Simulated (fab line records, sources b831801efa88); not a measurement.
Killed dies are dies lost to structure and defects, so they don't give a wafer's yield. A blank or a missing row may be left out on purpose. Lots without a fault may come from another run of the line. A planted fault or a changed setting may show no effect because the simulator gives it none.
Which tool did it? | flow gf180mcu | 14 lots, 42 wafers sampled, at 4 steps of a route of 602

WHAT THE GAUGES READ, wafer by wafer
GF_M2_THK_MEAS_06: measures by xrf. Usual: M2_ALCU_THK 455 nm, standard deviation 4.
lot  | measured     | on            | M2_ALCU_THK (nm) | flag
L404 | day 18 08:07 | film_metro-01 | 448 451 448      |
L405 | day 18 21:31 | film_metro-02 | 454 455 456      |
L406 | day 19 06:38 | film_metro-02 | 453 452 452      |
L407 | day 19 11:14 | film_metro-01 | 455 457 454      |
L418 | day 24 07:12 | film_metro-04 | 456 453 455      |
L419 | day 24 05:22 | film_metro-01 | 459 461 464      |
L420 | day 24 10:12 | film_metro-04 | 454 461 452      |
L422 | day 25 02:40 | film_metro-04 | 452 455 452      |
L423 | day 25 07:50 | film_metro-04 | 458 457 455      |
L424 | day 25 15:30 | film_metro-01 | 456 454 456      |
L425 | day 26 01:17 | film_metro-04 | 460 459 460      |
L426 | day 26 08:34 | film_metro-02 | 458 459 458      |

WHICH TOOL RAN EACH LOT (tool, then ch and the chambers of the sampled wafers, then the start)
lot  | GF_STI_WET_ETCH_17             | GF_CONTACT_CMP_27             | GF_V1_STRIP_18
L404 | wet_bench-04 ch 0, day 2 04:20 | cmp-02 ch 0,2, day 16 05:43   | plasma_asher-01 ch 0,1, day 18 06:33
L405 | wet_bench-04 ch 1, day 2 07:31 | cmp-02 ch 0,1,3, day 16 19:08 | plasma_asher-01 ch 0,1, day 18 19:56
L406 | wet_bench-01 ch 1, day 2 12:56 | cmp-01 ch 1,2,3, day 17 02:41 | plasma_asher-01 ch 0, day 19 05:03
L407 | wet_bench-01 ch 3, day 2 17:53 | cmp-02 ch 0,2,3, day 17 07:14 | plasma_asher-04 ch 0,1, day 19 09:40
L408 | wet_bench-01 ch 0, day 2 21:56 | -                             | -
L409 | wet_bench-01 ch 1, day 3 04:09 | -                             | -
L418 | wet_bench-04 ch 3, day 5 03:32 | cmp-01 ch 2,3, day 22 05:17   | plasma_asher-02 ch 0, day 24 05:35
L419 | wet_bench-03 ch 3, day 5 07:47 | cmp-01 ch 0,1, day 22 03:53   | plasma_asher-01 ch 0,1, day 24 03:47
L420 | wet_bench-03 ch 3, day 5 11:29 | cmp-02 ch 0,1,3, day 22 07:58 | plasma_asher-01 ch 0,1, day 24 08:37
L422 | wet_bench-01 ch 1, day 5 23:30 | cmp-02 ch 2,3, day 23 01:08   | plasma_asher-04 ch 0,1, day 25 00:27
L423 | wet_bench-04 ch 2, day 6 03:23 | cmp-01 ch 0,1,2, day 23 08:56 | plasma_asher-02 ch 0,1, day 25 06:10
L424 | wet_bench-01 ch 0, day 6 12:23 | cmp-02 ch 0,1,3, day 23 16:26 | plasma_asher-04 ch 0,1, day 25 13:55
L425 | wet_bench-01 ch 3, day 6 15:53 | cmp-01 ch 0,1,2, day 23 23:19 | plasma_asher-01 ch 1, day 25 23:40
L426 | wet_bench-04 ch 1, day 6 23:26 | cmp-02 ch 2,3, day 24 11:20   | plasma_asher-02 ch 0,1, day 26 06:42
- GF_STI_WET_ETCH_17: etches Si3N4 in H3PO4, target depth 45 nm, time 514 s.
- GF_CONTACT_CMP_27: polishes, stops on SiO2, t overpolish 15 s, target thk 0 nm.
- GF_V1_STRIP_18: strips in O2/N2.

WHAT THE TOOLS THEMSELVES READ (means of the sampled wafers that have a number; where no wafer has one, the mark that the record gives instead)
GF_STI_WET_ETCH_17. Usual: bath_guard_temp_C 160.2 C, standard deviation 0.37; bath_heat_duty_pct 28 %, standard deviation 3.7.
lot  | tool         | bath_guard_temp_C (C) | bath_heat_duty_pct (%) | flag
L404 | wet_bench-04 | 159.9                 | 23                     |
L405 | wet_bench-04 | 160.7                 | 29                     |
L406 | wet_bench-01 | 160.3                 | 29                     |
L407 | wet_bench-01 | 160.5                 | 26                     |
L408 | wet_bench-01 | -                     | -                      | OFF
L409 | wet_bench-01 | -                     | -                      | OFF
L418 | wet_bench-04 | 159.9                 | 32                     |
L419 | wet_bench-03 | 160.0                 | 32                     |
L420 | wet_bench-03 | 160.0                 | 33                     |
L422 | wet_bench-01 | 160.2                 | 27                     |
L423 | wet_bench-04 | 160.8                 | 26                     |
L424 | wet_bench-01 | 159.7                 | 20                     |
L425 | wet_bench-01 | 160.6                 | 26                     |
L426 | wet_bench-04 | 160.7                 | 31                     |

GF_CONTACT_CMP_27. Usual: motor_current_A 10.7 A, standard deviation 0.92; overpolish_run_s 15.000 s, standard deviation 0.01; platen_rpm 60.00 rpm, standard deviation 0.031; time_to_endpoint_s 70 s, standard deviation 3.5.
lot  | tool   | motor_current_A (A) | overpolish_run_s (s) | platen_rpm (rpm) | time_to_endpoint_s (s) | flag
L404 | cmp-02 | 10.2                | 15.000               | 59.98            | 75                     |
L405 | cmp-02 | 10.5                | 15.009               | 59.98            | 75                     |
L406 | cmp-01 | 11.3                | 14.997               | 60.00            | 69                     |
L407 | cmp-02 | 10.4                | 14.988               | 60.00            | 78                     |
L418 | cmp-01 | 11.7                | 15.007               | 60.00            | 71                     |
L419 | cmp-01 | 10.3                | 15.004               | 59.99            | 71                     |
L420 | cmp-02 | 10.8                | 15.001               | 60.01            | 72                     |
L422 | cmp-02 | 10.7                | 15.002               | 59.98            | 70                     |
L423 | cmp-01 | 10.8                | 15.003               | 60.02            | 69                     |
L424 | cmp-02 | 10.5                | 15.006               | 59.98            | 69                     |
L425 | cmp-01 | 11.4                | 14.998               | 60.00            | 71                     |
L426 | cmp-02 | 10.7                | 14.984               | 60.01            | 69                     |

GF_V1_STRIP_18. Usual: drypump_motor_current_A 5.7 A, standard deviation 0.47; heater_power_w 319 W, standard deviation 32; oes_product_au 0.594 a.u., standard deviation 0.0051; platen_temp_c 250.02 C, standard deviation 0.19.
lot  | tool            | drypump_motor_current_A (A) | heater_power_w (W) | oes_product_au (a.u.) | platen_temp_c (C) | flag
L404 | plasma_asher-01 | 5.5                         | 328                | 0.590                 | 249.76            |
L405 | plasma_asher-01 | 5.8                         | 316                | 0.600                 | 250.04            |
L406 | plasma_asher-01 | 6.1                         | 302                | 0.600                 | 249.96            |
L407 | plasma_asher-04 | 5.4                         | 290                | 0.596                 | 250.10            |
L418 | plasma_asher-02 | 6.3                         | 367                | 0.598                 | 250.06            |
L419 | plasma_asher-01 | 5.5                         | 323                | 0.597                 | 249.81            |
L420 | plasma_asher-01 | 5.8                         | 312                | 0.591                 | 250.01            |
L422 | plasma_asher-04 | 5.4                         | 289                | 0.599                 | 250.03            |
L423 | plasma_asher-02 | 6.0                         | 338                | 0.593                 | 250.19            |
L424 | plasma_asher-04 | 5.4                         | 289                | 0.594                 | 249.99            |
L425 | plasma_asher-01 | 5.2                         | 340                | 0.599                 | 249.79            |
L426 | plasma_asher-02 | 5.7                         | 318                | 0.592                 | 250.16            |

THE ANSWER, worked out from the rows above alone
Rule: a lot is off if the mean of its wafers that have a number lies more than 3 standard deviations from the usual mean. A lot without any number at a reading at which 4 lots or more have one is off too. The other lots that the step has rows for count as sound. The gauges are gone through in route order, then the tools' own readings, and for those a lot's mean is taken as printed above. The first step at which some lot is off is used, and at that step the reading that is off furthest; a lot without a number counts as furthest.
Off: L408, L409, at GF_STI_WET_ETCH_17 (bath_guard_temp_C). Without a number there: L408, L409.
A tool fits if, at that step or a process step before it, it ran every lot that is off, and no sound lot after the first of them. None of those tried fits.

WHAT THE SIMULATOR HAD PUT IN
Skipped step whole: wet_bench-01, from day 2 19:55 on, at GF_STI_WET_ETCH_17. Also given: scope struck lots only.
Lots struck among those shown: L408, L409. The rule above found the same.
